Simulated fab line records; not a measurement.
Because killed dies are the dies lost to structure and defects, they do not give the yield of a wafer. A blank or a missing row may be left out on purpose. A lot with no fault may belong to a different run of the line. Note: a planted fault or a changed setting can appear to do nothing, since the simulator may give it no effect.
Which tool is to blame? | flow sky130 | 12 lots (36 wafers sampled), 1 step of a 708-step route

WHAT THE GAUGES SHOWED, per wafer
SKY_LOCAL_INTERCONNECT_RS_MEAS_01: uses a four-point probe to measure.
lot  | measured     | on           | LOCAL_INTERCONNECT_TIN_RS (ohm/sq)
L075 | day 29 21:46 | filmMetro-02 | 14.18 14.09 13.99
L077 | day 30 15:14 | filmMetro-02 | 14.34 14.03 13.97
L079 | day 31 04:38 | filmMetro-02 | 13.74 13.96 14.10
L081 | day 31 21:29 | filmMetro-01 | 14.49 14.05 14.41
L083 | day 32 16:20 | filmMetro-02 | 13.93 13.91 13.88
L084 | day 33 02:49 | filmMetro-04 | 13.69 14.31 13.98
L087 | day 33 16:43 | filmMetro-02 | 14.03 14.12 14.08
L089 | day 34 19:19 | filmMetro-01 | 14.00 13.84 13.92
L090 | day 35 03:29 | filmMetro-02 | 13.95 14.43 14.30
L093 | day 35 17:53 | filmMetro-02 | 13.85 14.05 13.93
L094 | day 35 20:32 | filmMetro-04 | 13.63 14.15 13.72
L097 | day 36 17:22 | filmMetro-01 | 14.09 13.85 14.31

EACH LOT AND THE TOOL THAT RAN IT (in order: tool; ch and the chambers of the sampled wafers; start)
The record shows no process step preceding these readings.

THE ANSWER, worked out from the rows above alone
Rule: the lots themselves supply what counts as usual. Put in order of their means at a reading, lots are off if they are a third of the lots or fewer, leave a main group of 4 or more, and stand apart from it by a gap of 3 or more times the standard deviation of the main group's means; of several such gaps the widest counts. A main group is skipped when, at the precision printed for the reading in the tables above, its means are all equal. A lot without any number at a reading at which 4 lots or more have one is off too. Where the step has rows for the other lots, those lots are counted as sound.
No lot is off on any of the readings shown, so nothing can be concluded from this.

WHAT WAS PUT IN BY THE SIMULATOR
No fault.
